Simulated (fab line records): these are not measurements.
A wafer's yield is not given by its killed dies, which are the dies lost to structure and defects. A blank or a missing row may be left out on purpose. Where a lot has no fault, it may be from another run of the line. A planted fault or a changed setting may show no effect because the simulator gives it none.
The tool behind it: which one? || flow sky130 || Sampling: 13 lots, 39 wafers, 4 of 708 route steps

WHAT THE GAUGES READ, wafer by wafer
SKY_SD_N_RS_MEAS_17: measures by four-point-probe.
{"lot": "L148", "measured": "day 28 12:44", "on": "film_metro-04", "SD_P_RS (ohm/sq)": "147.2 147.5 147.5"}
{"lot": "L149", "measured": "day 29 00:19", "on": "film_metro-02", "SD_P_RS (ohm/sq)": "147.2 147.4 147.1"}
{"lot": "L156", "measured": "day 30 18:38", "on": "film_metro-03", "SD_P_RS (ohm/sq)": "147.0 147.4 147.5"}
{"lot": "L157", "measured": "day 31 08:05", "on": "film_metro-02", "SD_P_RS (ohm/sq)": "146.5 146.9 147.1"}
{"lot": "L158", "measured": "day 31 13:47", "on": "film_metro-02", "SD_P_RS (ohm/sq)": "147.0 146.5 147.2"}
{"lot": "L159", "measured": "day 32 01:08", "on": "film_metro-03", "SD_P_RS (ohm/sq)": "146.7 147.7 147.2"}
{"lot": "L161", "measured": "day 32 15:13", "on": "film_metro-02", "SD_P_RS (ohm/sq)": "146.6 147.3 147.1"}
{"lot": "L163", "measured": "day 33 04:50", "on": "film_metro-04", "SD_P_RS (ohm/sq)": "146.6 147.0 147.2"}
{"lot": "L165", "measured": "day 34 06:22", "on": "film_metro-04", "SD_P_RS (ohm/sq)": "147.2 147.4 147.6"}
{"lot": "L166", "measured": "day 34 13:44", "on": "film_metro-04", "SD_P_RS (ohm/sq)": "146.9 147.5 146.9"}
{"lot": "L168", "measured": "day 34 19:56", "on": "film_metro-03", "SD_P_RS (ohm/sq)": "147.3 146.7 146.8"}
{"lot": "L169", "measured": "day 35 03:05", "on": "film_metro-02", "SD_P_RS (ohm/sq)": "147.1 147.3 147.0"}
{"lot": "L170", "measured": "day 35 11:05", "on": "film_metro-02", "SD_P_RS (ohm/sq)": "147.3 147.2 147.1"}

SKY_LI_CONTACT_OVL_MEAS_13.
{"lot": "L148", "measured": "day 29 17:58", "on": "overlay-01", "LI_CONTACT_OVL (nm)": "1 5 4"}
{"lot": "L149", "measured": "day 30 05:56", "on": "overlay-01", "LI_CONTACT_OVL (nm)": "3 1 3"}
{"lot": "L156", "measured": "day 31 23:25", "on": "overlay-01", "LI_CONTACT_OVL (nm)": "3 2 1"}
{"lot": "L157", "measured": "day 32 12:11", "on": "overlay-02", "LI_CONTACT_OVL (nm)": "-5 -4 4"}
{"lot": "L158", "measured": "day 32 16:58", "on": "overlay-01", "LI_CONTACT_OVL (nm)": "-2 -4 -3"}
{"lot": "L159", "measured": "day 33 05:50", "on": "overlay-01", "LI_CONTACT_OVL (nm)": "-10 1 -9"}
{"lot": "L161", "measured": "day 33 19:14", "on": "overlay-01", "LI_CONTACT_OVL (nm)": "-13 -7 -15"}
{"lot": "L163", "measured": "day 34 08:14", "on": "overlay-01", "LI_CONTACT_OVL (nm)": "-3 -8 -2"}
{"lot": "L165", "measured": "day 35 09:41", "on": "overlay-01", "LI_CONTACT_OVL (nm)": "-8 1 4"}
{"lot": "L166", "measured": "day 35 16:59", "on": "overlay-01", "LI_CONTACT_OVL (nm)": "3 3 0"}
{"lot": "L168", "measured": "day 35 23:05", "on": "overlay-01", "LI_CONTACT_OVL (nm)": "-2 -12 -6"}
{"lot": "L169", "measured": "day 36 05:58", "on": "overlay-02", "LI_CONTACT_OVL (nm)": "-1 6 -5"}
{"lot": "L170", "measured": "day 36 13:52", "on": "overlay-01", "LI_CONTACT_OVL (nm)": "3 8 2"}

WHAT TOOL EACH LOT RAN ON (gives the tool, then ch and the chambers of the sampled wafers, and finally the start)
{"lot": "L148", "SKY_SD_N_STRIP_11": "plasma_asher-02 ch 0,1, day 28 12:12", "SKY_LI_CONTACT_SOFTBAKE_08": "litho_track-01 ch 0, day 29 03:00"}
{"lot": "L149", "SKY_SD_N_STRIP_11": "plasma_asher-02 ch 0,1, day 28 23:48", "SKY_LI_CONTACT_SOFTBAKE_08": "litho_track-04 ch 0, day 29 15:00"}
{"lot": "L156", "SKY_SD_N_STRIP_11": "plasma_asher-01 ch 0,1, day 30 18:08", "SKY_LI_CONTACT_SOFTBAKE_08": "litho_track-02 ch 0, day 31 09:00"}
{"lot": "L157", "SKY_SD_N_STRIP_11": "plasma_asher-02 ch 0,1, day 31 07:34", "SKY_LI_CONTACT_SOFTBAKE_08": "litho_track-04 ch 0, day 31 22:00"}
{"lot": "L158", "SKY_SD_N_STRIP_11": "plasma_asher-03 ch 0,1, day 31 13:17", "SKY_LI_CONTACT_SOFTBAKE_08": "litho_track-04 ch 0, day 32 03:00"}
{"lot": "L159", "SKY_SD_N_STRIP_11": "plasma_asher-03 ch 0,1, day 32 00:38", "SKY_LI_CONTACT_SOFTBAKE_08": "litho_track-04 ch 0, day 32 15:00"}
{"lot": "L161", "SKY_SD_N_STRIP_11": "plasma_asher-03 ch 0,1, day 32 14:43", "SKY_LI_CONTACT_SOFTBAKE_08": "litho_track-01 ch 0, day 33 05:00"}
{"lot": "L163", "SKY_SD_N_STRIP_11": "plasma_asher-03 ch 0,1, day 33 04:20", "SKY_LI_CONTACT_SOFTBAKE_08": "litho_track-02 ch 0, day 33 18:00"}
{"lot": "L165", "SKY_SD_N_STRIP_11": "plasma_asher-02 ch 0,1, day 34 05:51", "SKY_LI_CONTACT_SOFTBAKE_08": "litho_track-01 ch 0, day 34 20:00"}
{"lot": "L166", "SKY_SD_N_STRIP_11": "plasma_asher-02 ch 0,1, day 34 13:12", "SKY_LI_CONTACT_SOFTBAKE_08": "litho_track-01 ch 0, day 35 03:00"}
{"lot": "L168", "SKY_SD_N_STRIP_11": "plasma_asher-02 ch 0,1, day 34 19:25", "SKY_LI_CONTACT_SOFTBAKE_08": "litho_track-01 ch 0, day 35 10:00"}
{"lot": "L169", "SKY_SD_N_STRIP_11": "plasma_asher-03 ch 0,1, day 35 02:34", "SKY_LI_CONTACT_SOFTBAKE_08": "litho_track-02 ch 0, day 35 17:00"}
{"lot": "L170", "SKY_SD_N_STRIP_11": "plasma_asher-01 ch 0,1, day 35 10:35", "SKY_LI_CONTACT_SOFTBAKE_08": "litho_track-04 ch 0, day 36 00:00"}
- SKY_SD_N_STRIP_11: strips in O2/N2.
- SKY_LI_CONTACT_SOFTBAKE_08: time 90 s.

AS READ BY THE TOOLS THEMSELVES (means over the sampled wafers that have a number; for cases with no such wafer, the mark the record gives instead)
SKY_SD_N_STRIP_11.
{"lot": "L148", "tool": "plasma_asher-02", "drypump_motor_current_A (A)": 5.52, "oes_product_au (a.u.)": 0.531, "strip_time_to_endpoint_s (s)": 22.52}
{"lot": "L149", "tool": "plasma_asher-02", "drypump_motor_current_A (A)": 5.47, "oes_product_au (a.u.)": 0.529, "strip_time_to_endpoint_s (s)": 22.59}
{"lot": "L156", "tool": "plasma_asher-01", "drypump_motor_current_A (A)": 5.69, "oes_product_au (a.u.)": 0.525, "strip_time_to_endpoint_s (s)": 22.60}
{"lot": "L157", "tool": "plasma_asher-02", "drypump_motor_current_A (A)": 5.53, "oes_product_au (a.u.)": 0.525, "strip_time_to_endpoint_s (s)": 22.54}
{"lot": "L158", "tool": "plasma_asher-03", "drypump_motor_current_A (A)": 5.94, "oes_product_au (a.u.)": 0.527, "strip_time_to_endpoint_s (s)": 22.56}
{"lot": "L159", "tool": "plasma_asher-03", "drypump_motor_current_A (A)": 5.94, "oes_product_au (a.u.)": 0.530, "strip_time_to_endpoint_s (s)": 22.53}
{"lot": "L161", "tool": "plasma_asher-03", "drypump_motor_current_A (A)": 5.93, "oes_product_au (a.u.)": 0.527, "strip_time_to_endpoint_s (s)": 22.52}
{"lot": "L163", "tool": "plasma_asher-03", "drypump_motor_current_A (A)": 5.95, "oes_product_au (a.u.)": 0.524, "strip_time_to_endpoint_s (s)": 22.51}
{"lot": "L165", "tool": "plasma_asher-02", "drypump_motor_current_A (A)": 5.48, "oes_product_au (a.u.)": 0.526, "strip_time_to_endpoint_s (s)": 22.61}
{"lot": "L166", "tool": "plasma_asher-02", "drypump_motor_current_A (A)": 5.52, "oes_product_au (a.u.)": 0.526, "strip_time_to_endpoint_s (s)": 22.56}
{"lot": "L168", "tool": "plasma_asher-02", "drypump_motor_current_A (A)": 5.52, "oes_product_au (a.u.)": 0.524, "strip_time_to_endpoint_s (s)": 22.52}
{"lot": "L169", "tool": "plasma_asher-03", "drypump_motor_current_A (A)": 5.95, "oes_product_au (a.u.)": 0.520, "strip_time_to_endpoint_s (s)": 22.51}
{"lot": "L170", "tool": "plasma_asher-01", "drypump_motor_current_A (A)": 5.71, "oes_product_au (a.u.)": 0.528, "strip_time_to_endpoint_s (s)": 22.51}

SKY_LI_CONTACT_SOFTBAKE_08.
{"lot": "L148", "tool": "litho_track-01", "heater_power_total_W (W)": 57.35, "plate_temp_C (C)": 99.90}
{"lot": "L149", "tool": "litho_track-04", "heater_power_total_W (W)": 57.38, "plate_temp_C (C)": 99.98}
{"lot": "L156", "tool": "litho_track-02", "heater_power_total_W (W)": 57.28, "plate_temp_C (C)": 100.03}
{"lot": "L157", "tool": "litho_track-04", "heater_power_total_W (W)": 57.40, "plate_temp_C (C)": 100.02}
{"lot": "L158", "tool": "litho_track-04", "heater_power_total_W (W)": 56.72, "plate_temp_C (C)": 99.47}
{"lot": "L159", "tool": "litho_track-04", "heater_power_total_W (W)": 56.80, "plate_temp_C (C)": 99.35}
{"lot": "L161", "tool": "litho_track-01", "heater_power_total_W (W)": 57.42, "plate_temp_C (C)": 99.83}
{"lot": "L163", "tool": "litho_track-02", "heater_power_total_W (W)": 57.25, "plate_temp_C (C)": 100.16}
{"lot": "L165", "tool": "litho_track-01", "heater_power_total_W (W)": 57.43, "plate_temp_C (C)": 99.86}
{"lot": "L166", "tool": "litho_track-01", "heater_power_total_W (W)": 57.48, "plate_temp_C (C)": 100.03}
{"lot": "L168", "tool": "litho_track-01", "heater_power_total_W (W)": 57.22, "plate_temp_C (C)": 99.91}
{"lot": "L169", "tool": "litho_track-02", "heater_power_total_W (W)": 57.28, "plate_temp_C (C)": 100.05}
{"lot": "L170", "tool": "litho_track-04", "heater_power_total_W (W)": 57.41, "plate_temp_C (C)": 99.83}

THE ANSWER, worked out from the rows above alone
Rule: the usual values come from the lots themselves. The widest of any qualifying gaps counts: lots, ordered by their means at a reading, are off when they make up no more than a third of the lots, leave a main group of 4 or more, and stand apart from it by 3 or more times the standard deviation of that group's means. A main group is skipped when, at the precision printed for the reading in the tables above, its means are all equal. A lot without any number at a reading at which 4 lots or more have one is off too. Any other lot the step has rows for is counted as sound. The gauges are gone through in route order, then the tools' own readings, and for those a lot's mean is taken as printed above. At the first step where some lot is off, the reading lying furthest off is the one used; lots without a number count as furthest.
Off, at SKY_LI_CONTACT_SOFTBAKE_08 on heater_power_total_W: L158, L159. Mean 57.35 W and standard deviation 0.081 in the main group.
A tool fits if, at that step or a process step before it, it ran every lot that is off, and no sound lot after the first of them. None of those tried fits.

WHAT THE SIMULATOR HAD PUT IN
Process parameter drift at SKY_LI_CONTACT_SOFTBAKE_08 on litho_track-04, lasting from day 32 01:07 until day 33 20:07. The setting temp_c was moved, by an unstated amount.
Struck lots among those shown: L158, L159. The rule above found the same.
